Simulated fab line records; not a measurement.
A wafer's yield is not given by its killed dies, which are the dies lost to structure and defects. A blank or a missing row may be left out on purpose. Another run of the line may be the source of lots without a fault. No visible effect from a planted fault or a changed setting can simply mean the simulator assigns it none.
fab line records | flow sky130
record lots=5 | wafers=15 | lastDay=50
route steps=708 shown PASSIVATION@691 PAD_OPEN@694
lots untouched by any fault: they come from a run of this same line in which no faults occurred
startH: hours from the record's opening day to when the first of the lot's shown wafers began | waitH: time in hours since the lot's previous step | " repeats the value in the row above | L1.1+2: one row covering several wafers at once | - value missing, or start not given | * or withheld: withheld | < > ~ a bound
route shown NAME@n: a module of which the file shows steps, and the number in the route of the first | usual: mean/standard deviation taken from wafers without a fault | same: alike in all rows | chamber/n: place in a boat | sites: readings site by site | _std_site: how widely they spread, as a standard deviation | _edge_site: outer sites' mean less inner sites' | radiusMm: for every site, how far away it sits from the centre of the wafer | mask NAME#n: copy n | behind: the most recent tool/chamber to have shaped the wafer | hold: the reason the lot was held/the length of the hold in hours/how it ended | device: the n, p or np transistor that did not switch | end of line: at the end of the route, the tests of the same wafers | a step with no rows: only its recipe | killed: at the first sort, the dies lost to defects and structure; wafer yield is something else | map: a wafer's dies, marking killed ones x, the rest . and places with no die _
set.NAME: setting as actually run; set.NAME@STEP: the setting as run at that earlier step | model.NAME: the simulator's own value behind a step, which no gauge read
lots at some steps of the route; a table a step, a row a wafer
services: when a tool's chamber went out of use (startH, in hours from the record's first day, below 0 if earlier), for how many hours, and the reason
## steps
# step SKY_PASSIVATION_DEVELOP_10
# recipe developTimeS=60 | devTempC=23
# step SKY_PASSIVATION_ETCH_11
# recipe chemistry=CF4/O2 | targetDepthNm=725 | stopOn=AlCu | sourceW=800 | biasW=150 | pressureMtorr=150 | cf4FlowSccm=80 | O2_flow_sccm=10 | timeS=161.1
# usual cf4FlowSccm=79.99/0.24 | drypumpMotorCurrentA=5.74/0.24 | oesProductAu=0.978/0.0061 | throttleValvePct=5.966/0.0091
lot.wafer | tool       | chamber | startH  | waitH | cf4FlowSccm | drypumpMotorCurrentA | oesProductAu | rfHoursCounterH | throttleValvePct
L905.1    | rieDiel-03 | 3       | 1062.72 | -     | 79.43       | 5.57                 | 0.979        | 12              | 5.959
L905.3    | "          | 2       | "       | "     | 80.06       | 5.66                 | 0.972        | 3               | 5.951
L905.5    | "          | 3       | "       | "     | 79.76       | 5.58                 | 0.986        | -               | 5.964
L915.2    | rieDiel-02 | 1       | 1125.15 | -     | 80.24       | 5.36                 | 0.975        | 18              | 5.966
L915.5    | "          | 2       | "       | "     | 79.77       | 6.03                 | 0.985        | -               | 5.963
L915.6    | "          | 1       | "       | "     | 80.63       | 5.34                 | 0.987        | -               | 5.963
L918.1    | rieDiel-02 | 2       | 1134.88 | -     | 80.59       | 6.07                 | 0.973        | 23              | 5.953
L918.4    | "          | 1       | "       | "     | 80.20       | 5.34                 | 0.980        | 18              | 5.956
L918.6    | "          | 1       | "       | "     | 80.38       | 5.30                 | 0.974        | -               | 5.964
L921.2    | rieDiel-03 | 1       | 1155.08 | -     | 79.73       | 5.65                 | 0.979        | 23              | 5.967
L921.5    | "          | 2       | "       | "     | 79.96       | 5.65                 | 0.991        | -               | 5.971
L921.6    | "          | 1       | "       | "     | 79.93       | 5.65                 | 0.980        | -               | 5.969
L924.2    | rieDiel-03 | 2       | 1172.80 | -     | 80.08       | 5.64                 | 0.967        | 6               | 5.963
L924.3    | "          | 3       | "       | "     | 79.92       | 5.56                 | 0.983        | 15              | 5.961
L924.6    | "          | 2       | "       | "     | 79.61       | 5.63                 | 0.984        | -               | 5.985
# step SKY_PASSIVATION_STRIP_12
# recipe chemistry=O2/N2 | powerW=1400 | pressureMtorr=1500 | platenTempC=withheld | overashFraction=0.7 | o2FlowSccm=3000 | n2FlowSccm=300
# usual drypumpMotorCurrentA=5.9/0.35 | oesProductAu=0.661/0.0047 | stripTimeToEndpointS=31.60/0.12
lot.wafer | tool           | chamber | startH  | waitH | drypumpMotorCurrentA | oesProductAu | rfHoursCounterH | stripTimeToEndpointS
L905.1    | plasmaAsher-02 | 1       | 1062.83 | 0.1   | 5.7                  | 0.673        | 62              | 31.62
L905.3    | "              | 1       | "       | "     | 5.7                  | 0.669        | -               | 31.68
L905.5    | "              | 0       | "       | "     | 6.1                  | 0.661        | -               | 31.72
L915.2    | plasmaAsher-04 | 0       | 1125.26 | 0.1   | 5.4                  | 0.655        | 97              | 31.61
L915.5    | "              | 1       | "       | "     | 5.8                  | 0.661        | -               | 31.61
L915.6    | "              | 0       | "       | "     | 5.4                  | 0.660        | -               | 31.66
L918.1    | plasmaAsher-04 | 0       | 1134.98 | 0.1   | 5.4                  | 0.656        | 98              | 31.76
L918.4    | "              | 1       | "       | "     | 5.8                  | 0.665        | -               | 31.73
L918.6    | "              | 1       | "       | "     | 5.8                  | 0.660        | -               | 31.72
L921.2    | plasmaAsher-02 | 0       | 1155.18 | 0.1   | 6.1                  | 0.664        | 70              | 31.64
L921.5    | "              | 1       | "       | "     | 5.8                  | 0.670        | -               | 31.44
L921.6    | "              | 0       | "       | "     | 6.1                  | 0.664        | -               | 31.72
L924.2    | plasmaAsher-04 | 0       | 1172.91 | 0.1   | 5.4                  | 0.660        | 102             | 31.63
L924.3    | "              | 0       | "       | "     | 5.4                  | 0.657        | -               | 31.64
L924.6    | "              | 0       | "       | "     | 5.4                  | 0.665        | -               | 31.50
# step SKY_PAD_OPEN_DEHYDRATE_00
# recipe tempC=200 | timeS=60
# step SKY_PAD_OPEN_HMDS_01
# recipe primeTimeS=60 | primeTempC=120
# step SKY_PAD_OPEN_COAT_02
# recipe spinRpm=2000 | resistThkNm=3000
# step SKY_PAD_OPEN_SOFTBAKE_03
# recipe tempC=110 | timeS=withheld
# step SKY_PAD_OPEN_EXPOSE_04
# recipe maskId=PDM | targetCdNm=60000 | na=0.57 | doseMj=260
# step SKY_PAD_OPEN_PEB_05
# recipe tempC=115 | timeS=withheld
# step SKY_PAD_OPEN_DEVELOP_06
# recipe developTimeS=60 | devTempC=23
# step SKY_PAD_OPEN_ETCH_07
# recipe chemistry=CF4/O2 | targetDepthNm=725 | stopOn=AlCu | sourceW=800 | biasW=150 | pressureMtorr=150 | cf4FlowSccm=80 | O2_flow_sccm=10 | timeS=161.1
# usual cf4FlowSccm=80.02/0.22 | drypumpMotorCurrentA=5.9/0.36 | oesProductAu=0.979/0.0063 | throttleValvePct=5.964/0.0095
lot.wafer | tool       | chamber | startH  | waitH | cf4FlowSccm | drypumpMotorCurrentA | oesProductAu | rfHoursCounterH | throttleValvePct
L905.1    | rieDiel-01 | 2       | 1083.70 | -     | 79.71       | 6.1                  | 0.978        | 19              | 5.959
L905.3    | "          | 0       | "       | "     | 80.25       | 5.9                  | 0.978        | 18              | 5.969
L905.5    | "          | 3       | "       | "     | 80.29       | 5.4                  | 0.978        | -               | 5.968
L915.2    | rieDiel-02 | 0       | 1143.80 | -     | 80.04       | 6.1                  | 0.982        | 14              | 5.975
L915.5    | "          | 0       | "       | "     | 79.85       | 6.2                  | 0.985        | -               | 5.967
L915.6    | "          | 3       | "       | "     | 80.10       | 5.6                  | 0.989        | -               | 5.971
L918.1    | rieDiel-01 | 0       | 1152.75 | -     | 80.10       | 5.9                  | 0.975        | 20              | 5.958
L918.4    | "          | 2       | "       | "     | 79.65       | 6.1                  | 0.976        | 21              | 5.970
L918.6    | "          | 2       | "       | "     | 79.90       | 6.1                  | 0.973        | -               | 5.961
L921.2    | rieDiel-02 | 1       | 1172.24 | -     | 80.24       | 5.3                  | 0.975        | 20              | 5.963
L921.5    | "          | 1       | "       | "     | 79.95       | 5.3                  | 0.987        | -               | 5.973
L921.6    | "          | 0       | "       | "     | 80.24       | 6.2                  | 0.990        | -               | 5.973
L924.2    | rieDiel-02 | 0       | 1189.30 | -     | 79.93       | 6.2                  | 0.969        | 16              | 5.964
L924.3    | "          | 2       | "       | "     | 80.04       | 6.1                  | 0.981        | -               | 5.957
L924.6    | "          | 0       | "       | "     | 80.07       | 6.2                  | 0.980        | -               | 5.971
# step SKY_PAD_OPEN_STRIP_08
# recipe chemistry=O2/N2 | powerW=1400 | pressureMtorr=1500 | platenTempC=withheld | overashFraction=0.7 | o2FlowSccm=3000 | n2FlowSccm=300
# usual drypumpMotorCurrentA=5.8/0.49 | oesProductAu=0.663/0.0043
lot.wafer | tool           | chamber | startH  | waitH | drypumpMotorCurrentA | oesProductAu | rfHoursCounterH
L905.1    | plasmaAsher-03 | 0       | 1083.81 | 0.1   | 4.9                  | 0.657        | 35
L905.3    | "              | 1       | "       | "     | 5.7                  | 0.665        | -
L905.5    | "              | 1       | "       | "     | 5.7                  | 0.659        | -
L915.2    | plasmaAsher-01 | 1       | 1143.91 | 0.1   | 6.1                  | 0.663        | 7
L915.5    | "              | 1       | "       | "     | 6.1                  | 0.665        | -
L915.6    | "              | 0       | "       | "     | 6.6                  | 0.663        | -
L918.1    | plasmaAsher-02 | 0       | 1152.86 | 0.1   | 6.1                  | 0.664        | 69
L918.4    | "              | 1       | "       | "     | 5.8                  | 0.667        | -
L918.6    | "              | 1       | "       | "     | 5.7                  | 0.662        | -
L921.2    | plasmaAsher-02 | 0       | 1172.35 | 0.1   | 6.1                  | 0.660        | 71
L921.5    | "              | 0       | "       | "     | 6.1                  | 0.669        | -
L921.6    | "              | 1       | "       | "     | 5.8                  | 0.669        | -
L924.2    | plasmaAsher-01 | 0       | 1189.46 | 0.1   | 6.6                  | 0.666        | 12
L924.3    | "              | 1       | "       | "     | 6.1                  | 0.667        | -
L924.6    | "              | 0       | "       | "     | 6.6                  | 0.660        | -
# step SKY_PAD_OPEN_STRIP_09
# recipe chemistry=postEtchResidueRemover | timeS=1200 | tempC=72.5
lot.wafer  | tool        | chamber | startH  | waitH
L905.1+3+5 | wetBench-02 | 1       | 1083.91 | 0.1
L915.2+5+6 | wetBench-02 | 2       | 1144.16 | 0.2
L918.1+4+6 | wetBench-04 | 1       | 1152.99 | 0.1
L921.2+5+6 | wetBench-01 | 1       | 1172.45 | 0.1
L924.2+3+6 | wetBench-01 | 3       | 1189.56 | 0.1
# step SKY_PAD_OPEN_CLEAN_10
# recipe chemistry=IPA | timeS=180 | tempC=25
# step SKY_PAD_OPEN_CLEAN_11
# recipe chemistry=O3/DIW | dry=n2Spin
# step SKY_PAD_OPEN_ANNEAL_12
# recipe tempC=400 | timeS=withheld | ambient=N2/H2 | idleTempC=300 | rampUpCPerMin=8 | rampDownCPerMin=4
# step SKY_PAD_OPEN_BOW_MEAS_13
# recipe mode=bow
# usual PAD_OPEN_BOW=47/9.6
lot.wafer | tool         | chamber | startH  | waitH | PAD_OPEN_BOW[um]
L905.1    | filmMetro-01 | -       | 1085.90 | -     | 34
L905.3    | "            | -       | "       | "     | 34
L905.5    | "            | -       | "       | "     | 39
L915.2    | filmMetro-04 | -       | 1146.17 | -     | 54
L915.5    | "            | -       | "       | "     | 57
L915.6    | "            | -       | "       | "     | 54
L918.1    | filmMetro-01 | -       | 1154.99 | -     | 57
L918.4    | "            | -       | "       | "     | 49
L918.6    | "            | -       | "       | "     | 50
L921.2    | filmMetro-01 | -       | 1174.47 | -     | 57
L921.5    | "            | -       | "       | "     | 55
L921.6    | "            | -       | "       | "     | 45
L924.2    | filmMetro-01 | -       | 1191.61 | -     | 53
L924.3    | "            | -       | "       | "     | 53
L924.6    | "            | -       | "       | "     | 47
# step SKY_PAD_OPEN_PROBE_99
# usual defectLimitedYield=82.4/1.8 | killed_at_M0_to_M3=43/6.5 | killed_at_M4_up=3.2/1.8 | killedAtContacts=24/5.2 | killedAtFrontEnd=15/4 | killedAtOther=0.4/0.69 | killedDies=86/8.7 | killedOpen=47/7 | killedShort=39/5.7 | sort_bin_3_pad_short=0.9/0.43 | sort_bin_5_function=10.5/1.4 | sort_bin_6_memory=6.2/1.2 | sortNPass=406/8.7 | sortYieldPct=82.4/1.8
# same grossDies=492 | killedAtBackSide=0 | sort_bin_4_leakage[%]=0 | sort_bin_8_speed[%]=0
lot.wafer | tool      | chamber | startH  | waitH | defectLimitedYield[%] | killed_at_M0_to_M3 | killed_at_M4_up | killedAtContacts | killedAtFrontEnd | killedAtOther | killedDies | killedOpen | killedShort | sort_bin_3_pad_short[%] | sort_bin_5_function[%] | sort_bin_6_memory[%] | sortNPass | sortYieldPct[%] | model.etest.tester.sortNPass | model.etest.tester.sortYieldPct | model.etest.tester.sort_bin_5_pct | model.etest.tester.sort_bin_3_pct
L905.1    | prober-02 | -       | 1086.02 | 0.1   | 81.1                  | 50                 | 3               | 28               | 12               | 0             | 93         | 57         | 36          | 0.2                     | 9.8                    | 8.9                  | 399       | 81.1            | 399                          | 81.1                            | 9.756                             | 0.2033
L905.3    | prober-02 | -       | 1086.12 | 0.2   | 84.1                  | 41                 | 2               | 23               | 12               | 0             | 78         | 52         | 26          | 1.0                     | 8.5                    | 6.3                  | 414       | 84.1            | 414                          | 84.15                           | 8.537                             | 1.016
L905.5    | prober-02 | -       | 1086.22 | 0.2   | 83.7                  | 42                 | 5               | 15               | 18               | 0             | 80         | 44         | 36          | 1.4                     | 9.1                    | 5.7                  | 412       | 83.7            | 412                          | 83.74                           | 9.146                             | 1.423
L915.2    | prober-02 | -       | 1146.32 | 0.1   | 79.3                  | 44                 | 1               | 13               | 21               | 23            | 102        | 41         | 37          | 1.4                     | 13.0                   | 6.3                  | 390       | 79.3            | 390                          | 79.27                           | 13.01                             | 1.423
L915.5    | prober-02 | -       | 1146.47 | 0.2   | 79.1                  | 38                 | 7               | 23               | 18               | 17            | 103        | 43         | 43          | 1.8                     | 13.8                   | 5.3                  | 389       | 79.1            | 389                          | 79.06                           | 13.82                             | 1.829
L915.6    | prober-02 | -       | 1146.52 | 0.2   | 79.9                  | 40                 | 2               | 22               | 14               | 21            | 99         | 48         | 31          | 1.2                     | 11.8                   | 7.1                  | 393       | 79.9            | 393                          | 79.88                           | 11.79                             | 1.22
L918.1    | prober-02 | -       | 1155.11 | 0.1   | 80.9                  | 50                 | 3               | 23               | 17               | 1             | 94         | 47         | 47          | 1.0                     | 11.2                   | 6.9                  | 398       | 80.9            | 398                          | 80.89                           | 11.18                             | 1.016
L918.4    | prober-02 | -       | 1155.26 | 0.2   | 86.4                  | 27                 | 3               | 16               | 21               | 0             | 67         | 32         | 35          | 0.6                     | 8.1                    | 4.9                  | 425       | 86.4            | 425                          | 86.38                           | 8.13                              | 0.6098
L918.6    | prober-02 | -       | 1155.36 | 0.2   | 81.1                  | 41                 | 4               | 29               | 19               | 0             | 93         | 41         | 52          | 1.0                     | 12.8                   | 5.1                  | 399       | 81.1            | 399                          | 81.1                            | 12.8                              | 1.016
L921.2    | prober-02 | -       | 1174.62 | 0.1   | 82.5                  | 43                 | 6               | 20               | 17               | 0             | 86         | 42         | 44          | 0.4                     | 12.6                   | 4.5                  | 406       | 82.5            | 406                          | 82.52                           | 12.6                              | 0.4065
L921.5    | prober-02 | -       | 1174.77 | 0.2   | 80.3                  | 53                 | 5               | 23               | 16               | 0             | 97         | 59         | 38          | 0.4                     | 10.4                   | 8.9                  | 395       | 80.3            | 395                          | 80.28                           | 10.37                             | 0.4065
L921.6    | prober-02 | -       | 1174.82 | 0.2   | 83.5                  | 43                 | 2               | 22               | 14               | 0             | 81         | 46         | 35          | 1.0                     | 8.9                    | 6.5                  | 411       | 83.5            | 411                          | 83.54                           | 8.943                             | 1.016
L924.2    | prober-01 | -       | 1191.76 | 0.1   | 79.7                  | 49                 | 5               | 27               | 18               | 1             | 100        | 56         | 44          | 0.6                     | 11.8                   | 7.9                  | 392       | 79.7            | 392                          | 79.67                           | 11.79                             | 0.6098
L924.3    | prober-01 | -       | 1191.81 | 0.2   | 81.9                  | 36                 | 3               | 27               | 23               | 0             | 89         | 53         | 36          | 1.2                     | 11.8                   | 5.1                  | 403       | 81.9            | 403                          | 81.91                           | 11.79                             | 1.22
L924.6    | prober-01 | -       | 1191.96 | 0.2   | 84.3                  | 39                 | 3               | 20               | 15               | 0             | 77         | 41         | 36          | 1.6                     | 7.5                    | 6.5                  | 415       | 84.3            | 415                          | 84.35                           | 7.52                              | 1.626
# killed by level:class
L905.1 VIA1:geometricParticle:open=18 LI_CONTACT:geometricParticle:open=9 VIA2:geometricParticle:open=9 CONTACT:geometricParticle:short=8 VIA1:geometricParticle:short=8 CONTACT:geometricParticle:open=7 VIA3:geometricParticle:open=6 LOCAL_INTERCONNECT:geometricParticle:short=3
L905.3 VIA1:geometricParticle:open=14 VIA3:geometricParticle:open=11 CONTACT:geometricParticle:open=10 FIELD_ISO:geometricParticle:open=5 LI_CONTACT:geometricParticle:open=5 VIA2:geometricParticle:short=4 CONTACT:geometricParticle:short=4 POLY_GATE:geometricParticle:short=3
L905.5 VIA1:geometricParticle:open=10 VIA2:geometricParticle:open=8 VIA3:geometricParticle:open=6 LI_CONTACT:geometricParticle:open=5 VIA1:geometricParticle:short=5 FIELD_ISO:geometricParticle:short=4 CONTACT:geometricParticle:open=4 METAL4:geometricParticle:short=4
L915.2 PAD_OPEN:unspecified=23 METAL1:geometricParticle:short=10 VIA3:geometricParticle:open=9 FIELD_ISO:geometricParticle:open=6 VIA1:geometricParticle:open=6 METAL2:geometricParticle:short=5 POLY_GATE:geometricParticle:open=4 POLY_GATE:geometricParticle:short=4
L915.5 PAD_OPEN:unspecified=17 VIA1:geometricParticle:short=8 LI_CONTACT:geometricParticle:open=8 VIA1:geometricParticle:open=8 POLY_GATE:geometricParticle:short=7 VIA3:geometricParticle:open=6 METAL1:geometricParticle:short=5 CONTACT:geometricParticle:short=4
L915.6 PAD_OPEN:unspecified=20 VIA1:geometricParticle:open=11 VIA3:geometricParticle:open=6 LOCAL_INTERCONNECT:geometricParticle:short=6 CONTACT:geometricParticle:open=6 VIA2:geometricParticle:open=6 POLY_GATE:geometricParticle:short=4 LI_CONTACT:geometricParticle:open=4
L918.1 VIA1:geometricParticle:open=16 METAL2:geometricParticle:short=8 LOCAL_INTERCONNECT:geometricParticle:short=7 CONTACT:geometricParticle:open=7 VIA3:geometricParticle:open=6 FIELD_ISO:geometricParticle:open=5 FIELD_ISO:geometricParticle:short=5 METAL1:geometricParticle:short=5
L918.4 LI_CONTACT:geometricParticle:open=8 FIELD_ISO:geometricParticle:open=6 FIELD_ISO:geometricParticle:short=6 METAL2:geometricParticle:short=5 POLY_GATE:geometricParticle:short=4 METAL1:geometricParticle:short=4 VIA3:geometricParticle:open=4 VIA2:geometricParticle:short=3
L918.6 CONTACT:geometricParticle:open=8 METAL1:geometricParticle:short=8 LOCAL_INTERCONNECT:geometricParticle:short=7 FIELD_ISO:geometricParticle:short=6 LI_CONTACT:geometricParticle:short=6 METAL2:geometricParticle:short=6 VIA2:geometricParticle:open=6 POLY_GATE:geometricParticle:short=5
L921.2 VIA2:geometricParticle:open=12 POLY_GATE:geometricParticle:open=7 METAL1:geometricParticle:short=7 CONTACT:geometricParticle:open=6 LI_CONTACT:geometricParticle:short=5 VIA1:geometricParticle:short=5 VIA3:geometricParticle:short=5 FIELD_ISO:geometricParticle:short=4
L921.5 VIA1:geometricParticle:open=12 VIA2:geometricParticle:open=12 CONTACT:geometricParticle:open=9 VIA3:geometricParticle:open=7 VIA1:geometricParticle:short=7 METAL2:geometricParticle:short=6 POLY_GATE:geometricParticle:open=5 POLY_GATE:geometricParticle:short=5
L921.6 VIA1:geometricParticle:open=11 CONTACT:geometricParticle:open=8 LI_CONTACT:geometricParticle:open=6 VIA3:geometricParticle:open=6 VIA2:geometricParticle:open=6 METAL1:geometricParticle:short=5 FIELD_ISO:geometricParticle:short=4 LI_CONTACT:geometricParticle:short=4
L924.2 CONTACT:geometricParticle:open=11 VIA3:geometricParticle:open=9 FIELD_ISO:geometricParticle:open=7 VIA1:geometricParticle:open=7 VIA1:geometricParticle:short=7 VIA2:geometricParticle:open=7 LOCAL_INTERCONNECT:geometricParticle:short=6 LI_CONTACT:geometricParticle:open=5
L924.3 CONTACT:geometricParticle:open=11 FIELD_ISO:geometricParticle:open=9 VIA3:geometricParticle:open=9 VIA1:geometricParticle:open=6 VIA1:geometricParticle:short=5 LI_CONTACT:geometricParticle:open=5 LOCAL_INTERCONNECT:geometricParticle:short=4 METAL1:geometricParticle:short=4
L924.6 VIA1:geometricParticle:open=9 CONTACT:geometricParticle:open=8 METAL2:geometricParticle:short=6 LI_CONTACT:geometricParticle:open=5 CONTACT:geometricParticle:short=5 VIA1:geometricParticle:short=5 POLY_GATE:geometricParticle:open=4 VIA2:geometricParticle:open=4
# map L915.5 (x killed, . not)
__________...x..x.x._________
________........x..x.._______
______........x........._____
_____.............x......____
____....x...x.xx.x.x......___
___xxx................x....__
__.........x....x.x..x.x...._
_............................
_.....x.xx...x.....x.........
_.xx.............x.......x...
_........x.....xx.x..x...x..x
_....x....................x.x
_.x........x.................
_x..x...x.....x.x........x...
_xxx.x......x...........x...x
__.x..x.xx.........x....x.xx_
___..x....x.x.x......xxxxxx__
____x..xx...x..x.....xxxxx___
_____.....x..x.......xxxx____
______x...x.x...x.....xx_____
________......x.x...x._______
__________xx.x.....x_________
# map L905.1 (x killed, . not)
__________..x......._________
________......x......._______
______.....x....x.x...x._____
_____..xx..x..x.x..x.x.xx____
____.....x.......x........___
___.....x.x...x....xx......__
__.....xx.x................x_
_................x..xx...x...
_...x....x.xx.xxx............
_..x..x..x......x....x.xx....
_.x..........x...x..x........
_x....x....x........x...x....
_..x..x...x..............x...
_x......x.....x.....xxxx..x..
_x.x.........x.......xx......
__.x.x....x........x.x..x..._
___...x...x...xx.x....x.xx.__
____..........xxx.........___
_____.........x....x.....____
______x................._____
________...x...x......_______
__________.x........_________
## services
tool           | chamber | startH  | hours | kind
rieDiel-03     | 3       | 1046.63 | 5.5   | repair
rieDiel-02     | 1       | 1047.22 | 5.8   | repair
rieDiel-03     | 0       | 1049.87 | 6.1   | repair
plasmaAsher-01 | -       | 1051.87 | 19.1  | repair
plasmaAsher-01 | -       | 1070.98 | 9.0   | pm
plasmaAsher-01 | 0       | 1070.98 | 9.0   | ventCycle
plasmaAsher-01 | 1       | 1070.98 | 9.0   | ventCycle
wetBench-01    | -       | 1074.20 | 2.2   | repair
plasmaAsher-01 | 0       | 1079.98 | -     | clean
plasmaAsher-01 | 1       | 1079.98 | -     | clean
rieDiel-02     | 2       | 1081.19 | 9.2   | repair
plasmaAsher-02 | -       | 1081.84 | 28.1  | pm
plasmaAsher-01 | -       | 1092.00 | 2.8   | pm
wetBench-01    | -       | 1094.91 | 3.3   | repair
rieDiel-01     | -       | 1120.29 | 1.4   | repair
rieDiel-03     | -       | 1125.18 | 0.7   | repair
rieDiel-01     | -       | 1126.77 | 0.8   | repair
plasmaAsher-02 | -       | 1135.33 | 5.1   | repair
rieDiel-01     | 0       | 1168.76 | 6.4   | repair
rieDiel-02     | 1       | 1182.57 | 7.5   | repair
rieDiel-02     | 3       | 1187.10 | 3.7   | repair
## key
firstSign step=SKY_PAD_OPEN_PROBE_99 | reading=killedAtOther | direction=up | sigmas=20 | usual=0.4 | struck=20.3
effect none on later readings
modelEffect step=SKY_PAD_OPEN_PROBE_99 | value=etest.tester.sortNPass | without=409 | struck=390.7
metAt SKY_PAD_OPEN_STRIP_09
struckWafers L915.2,L915.5,L915.6
fault kind=chamberParticleSource | tool=wetBench-02 | chamber=2 | onsetH=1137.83 | steps=SKY_PAD_OPEN_STRIP_09 | ratePerVisitCm2=0.41369 | endH=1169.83
